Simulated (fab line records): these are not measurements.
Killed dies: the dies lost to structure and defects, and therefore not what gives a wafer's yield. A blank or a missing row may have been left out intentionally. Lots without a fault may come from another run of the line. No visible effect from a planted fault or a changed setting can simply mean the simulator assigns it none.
Problem report, 8D (eight disciplines) form, completed by code    flow gf180mcu    the parts of the form that need people (team, actions taken, sign-off) are left out

1. THE ISSUE
At GF_M1_STRIP_17, o2_flow_sccm averages 2398 sccm over 6 wafers from 2 lots, while fault-free wafers read 3000 sccm, standard deviation 8.6. Relative to the usual mean, that is a shift of -70 standard deviations.
The step: strips in O2/N2.
First observed at day 20 13:02: wafer L610.1, on plasma_asher-04. At this step, 39 wafers from 13 lots have a number in the record. By rule, "out" or "out of limits" means more than 4 standard deviations away from the usual mean. All remaining wafers that have a number are taken as sound.

2. WHAT THIS IS AND IS NOT
question                     is                      is not
which readings at this step  o2_flow_sccm            drypump_motor_current_A, heater_power_w, n2_flow_sccm, oes_product_au
which lots                   L610, L612              L601, L602, L605, L613, L614, L618, L620, L621, L622, L623, L624
which wafers of those lots   all that have a number  -
read on which tools          plasma_asher-04         plasma_asher-01, plasma_asher-03
when                         from day 20 13:02       up to then (9 sound wafers); but 24 sound wafers of L613, L614, L618, L620, L621, L622, L623, L624 came after

3. SUSPECTS, AND WHAT RULES EACH OUT
Counting: a tool at a process step up to the reading stays a suspect if it ran every lot that is out and no sound lot after the first of them.
- pvd_sputter-03 at GF_CONTACT_SPUTTER_22 (material Ti, target thk 15 nm, time 80.02 s): ruled out as a lasting fault. Sound lots L618, L620, L622, L623 ran on it after its first lot that is out, L610 (day 19 11:14).
- plasma_asher-04 at GF_M1_STRIP_17 (strips in O2/N2): kept. All lots that are out passed through it, beginning with L610 at day 20 13:02, and no sound lot followed; its final sound lot before that point was L601 at day 17 01:27. Its own o2_flow_sccm readings are out on those wafers.
After counting, what remains is plasma_asher-04 at GF_M1_STRIP_17.

4. THE CAUSE (what the simulator had put in)
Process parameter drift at GF_M1_STRIP_17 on plasma_asher-04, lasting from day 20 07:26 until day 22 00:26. From 3000, the setting o2_flow_sccm moved by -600. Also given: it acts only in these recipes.
This tool alone remained once counting was done.

5. THE EFFECT CHAIN, in route order
Rows list readings where the struck wafers' mean (over those with a number) sits beyond 3 standard deviations from the usual. Scope: only readings with a usual standard deviation given in the record; hours: median across lots of the time from each lot's start at the first step in this table that gives one to its start at this step; sigmas: change in usual standard deviations.
hours  step            reading       usual      on struck wafers  change  sigmas
0      GF_M1_STRIP_17  o2_flow_sccm  3000 sccm  2398              -602    -70
Here are the process steps it includes:
- GF_M1_STRIP_17: strips in O2/N2.

6. WHAT WOULD HAVE CAUGHT IT SOONER
In this record the first reading out of limits was taken at day 20 13:02, 6 hours after the fault began at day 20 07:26.
